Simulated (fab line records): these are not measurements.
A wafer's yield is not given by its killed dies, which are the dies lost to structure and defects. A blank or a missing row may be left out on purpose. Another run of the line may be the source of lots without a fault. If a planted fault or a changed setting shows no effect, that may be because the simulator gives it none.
2 desks, one fault -- flow gf180mcu -- each desk has only its own numbers; what lay behind them comes last

== AT THE METROLOGY DESK ==
Lot by lot, what the gauges showed, no matter which tool ran the lot: averages of those sampled wafers that carry a number. The brackets show how far a lot's mean lies from the usual mean; more than 4 standard deviations puts the lot out of limits, marked OUT.
Columns: A = MIM_ALCU_RS at GF_MIM_RS_MEAS_10, usual 0.1612 ohm/sq; B = V5_OVL at GF_V5_OVL_MEAS_15, usual 1 nm
lot,first seen here,A,B
L780,day 25 05:30,0.1610,6
L781,day 25 09:35,0.1601,-5
L785,day 26 18:27,0.1597,-4
L786,day 27 08:36,0.1616,-3
L787,day 27 15:17,0.1603,4
L788,day 27 19:59,0.1589,8
L789,day 28 05:00,0.1613,5
L790,day 28 11:14,0.1593,1
L794,day 29 13:15,0.1612,5
L798,day 30 17:05,0.1613,-5
L799,day 30 21:34,0.1619,-5
L800,day 31 08:40,0.1625,3
Finding of this desk: none of the 12 lots has anything out of limits.

== DESK OF THE TOOL OWNER: litho-track-02 ==
The tool's own readings at GF_TOP_METAL_COAT_09 (resist thk 1500 nm): means of the sampled wafers that have a number, for each lot that ran on this tool. The brackets show how far a lot's mean lies from the usual mean; more than 4 standard deviations puts the lot out of limits, marked OUT.
Columns: A = spin-speed-rpm at GF_TOP_METAL_COAT_09, usual 3000.1 rpm
lot,first seen here,A
L780,day 28 09:28,2999.6
L787,day 30 13:34,2999.6
L788,day 30 17:37,3000.6
L790,day 31 08:26,2826.8 (-83) OUT
L794,day 32 07:58,2827.4 (-82) OUT
This desk's verdict: out of limits on L790, L794, starting with L790 at day 31 08:26 (spin-speed-rpm at GF_TOP_METAL_COAT_09). L780, L787, L788: within limits.

== BROUGHT TOGETHER ==
At day 31 08:26, on L790, L794, the tool owner's desk was in a position to raise an alarm.
At the metrology desk, nothing out of limits was observed.
The metrology desk holds a record of L790, L794, inside its limits.
Every lot named ran GF_TOP_METAL_COAT_09 on litho-track-02.

== WHAT WAS PUT IN BY THE SIMULATOR ==
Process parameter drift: litho-track-02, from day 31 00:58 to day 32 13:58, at GF_TOP_METAL_COAT_09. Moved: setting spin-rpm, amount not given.
Struck lots among those shown: L790, L794.
Each desk's first reading out of limits, in hours after the fault started: the tool owner's desk, 7.
